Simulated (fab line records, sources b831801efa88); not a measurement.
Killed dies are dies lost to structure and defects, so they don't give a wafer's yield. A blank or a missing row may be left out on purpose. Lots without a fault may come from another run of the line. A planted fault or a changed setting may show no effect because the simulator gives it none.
Which tool did it? | flow sfq_line | 14 lots, 42 wafers sampled, at 2 steps of a route of 325

WHAT THE GAUGES READ, wafer by wafer
The record holds no reading of a measuring or inspecting step that can be judged against a usual standard deviation.

WHICH TOOL RAN EACH LOT (tool, then ch and the chambers of the sampled wafers, then the start)
lot  | SFQ_TRILAYER_A5C_DEP_PECVD_142  | SFQ_TRILAYER_C5_ETCH_VIA_ETCH_154
L407 | pecvd-03 ch 0,1,2, day 59 01:31 | rie_diel-01 ch 0,3, day 68 09:58
L408 | pecvd-03 ch 0,2, day 60 11:01   | rie_diel-01 ch 0,3, day 70 02:56
L410 | pecvd-01 ch 0,1, day 60 16:43   | rie_diel-01 ch 0,1,3, day 70 12:32
L411 | pecvd-03 ch 1,2, day 61 02:19   | rie_diel-03 ch 0,3, day 70 13:52
L412 | pecvd-03 ch 0,1,2, day 62 03:51 | rie_diel-02 ch 1,2,3, day 70 15:04
L413 | pecvd-01 ch 0,2, day 62 07:53   | rie_diel-01 ch 1,3, day 70 16:16
L416 | pecvd-01 ch 0,1,2, day 68 01:26 | rie_diel-01 ch 1,2,3, day 72 06:28
L418 | pecvd-01 ch 1,2, day 68 22:24   | rie_diel-03 ch 1,2,3, day 73 01:19
L420 | pecvd-04 ch 0,1, day 69 00:48   | rie_diel-03 ch 0,3, day 73 06:07
L421 | pecvd-01 ch 1,2, day 69 03:12   | rie_diel-01 ch 0,2,3, day 73 09:47
L425 | pecvd-04 ch 0,1, day 69 12:12   | rie_diel-01 ch 0,1, day 76 07:05
L427 | pecvd-04 ch 1,2, day 69 15:48   | rie_diel-01 ch 0,3, day 78 14:32
L428 | pecvd-03 ch 0,1,2, day 69 18:12 | rie_diel-03 ch 0,1,2, day 78 16:56
L430 | pecvd-04 ch 0,1, day 69 21:19   | rie_diel-03 ch 1,2,3, day 78 20:59
- SFQ_TRILAYER_A5C_DEP_PECVD_142: deposits SiO2 from SiH4/N2O, time 15.556 s, target thk 70 nm.
- SFQ_TRILAYER_C5_ETCH_VIA_ETCH_154: etches SiO2 in CHF3, stops on Nb, target depth 84 nm.

WHAT THE TOOLS THEMSELVES READ (means of the sampled wafers that have a number; where no wafer has one, the mark that the record gives instead)
SFQ_TRILAYER_A5C_DEP_PECVD_142. Usual: heater_power_w 86 W, standard deviation 16; throttle_valve_pct 24.4 %, standard deviation 0.92.
lot  | tool     | heater_power_w (W) | throttle_valve_pct (%) | flag
L407 | pecvd-03 | 98                 | 23.5                   |
L408 | pecvd-03 | 93                 | 23.0                   |
L410 | pecvd-01 | 78                 | 24.4                   |
L411 | pecvd-03 | 98                 | 24.3                   |
L412 | pecvd-03 | 98                 | 23.8                   |
L413 | pecvd-01 | 78                 | 24.3                   |
L416 | pecvd-01 | 78                 | 24.8                   |
L418 | pecvd-01 | 75                 | 25.2                   |
L420 | pecvd-04 | 72                 | 25.1                   |
L421 | pecvd-01 | 73                 | 25.0                   |
L425 | pecvd-04 | 66                 | 24.8                   |
L427 | pecvd-04 | 86                 | 25.0                   |
L428 | pecvd-03 | 97                 | 24.3                   |
L430 | pecvd-04 | 70                 | 24.9                   |

SFQ_TRILAYER_C5_ETCH_VIA_ETCH_154. Usual: drypump_motor_current_A 5.6 A, standard deviation 0.39; oes_product_au 0.896 a.u., standard deviation 0.0091.
lot  | tool        | drypump_motor_current_A (A) | oes_product_au (a.u.) | flag
L407 | rie_diel-01 | 5.5                         | 0.905                 |
L408 | rie_diel-01 | 5.5                         | 0.891                 |
L410 | rie_diel-01 | 5.4                         | 0.895                 |
L411 | rie_diel-03 | 5.8                         | 0.892                 |
L412 | rie_diel-02 | 5.9                         | 0.889                 |
L413 | rie_diel-01 | 5.4                         | 0.896                 |
L416 | rie_diel-01 | 5.2                         | 0.891                 |
L418 | rie_diel-03 | 5.5                         | 0.818                 | OFF
L420 | rie_diel-03 | 5.4                         | 0.892                 |
L421 | rie_diel-01 | 5.3                         | 0.853                 | OFF
L425 | rie_diel-01 | 5.3                         | 0.898                 |
L427 | rie_diel-01 | 5.5                         | 0.907                 |
L428 | rie_diel-03 | 5.9                         | 0.894                 |
L430 | rie_diel-03 | 5.5                         | 0.905                 |

THE ANSWER, worked out from the rows above alone
Rule: a lot is off if the mean of its wafers that have a number lies more than 3 standard deviations from the usual mean. A lot without any number at a reading at which 4 lots or more have one is off too. The other lots that the step has rows for count as sound. The gauges are gone through in route order, then the tools' own readings, and for those a lot's mean is taken as printed above. The first step at which some lot is off is used, and at that step the reading that is off furthest; a lot without a number counts as furthest.
Off: L418, L421, at SFQ_TRILAYER_C5_ETCH_VIA_ETCH_154 (oes_product_au).
A tool fits if, at that step or a process step before it, it ran every lot that is off, and no sound lot after the first of them. One fits: pecvd-01 at SFQ_TRILAYER_A5C_DEP_PECVD_142. Its last sound lot is L416 (day 68 01:26), its first lot that is off L418 (day 68 22:24): a fault that began between those two fits.

WHAT THE SIMULATOR HAD PUT IN
Site profile drift: pecvd-01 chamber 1, from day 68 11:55 on, at SFQ_TRILAYER_A5C_DEP_PECVD_142. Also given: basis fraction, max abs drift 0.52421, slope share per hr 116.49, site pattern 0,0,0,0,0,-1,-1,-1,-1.
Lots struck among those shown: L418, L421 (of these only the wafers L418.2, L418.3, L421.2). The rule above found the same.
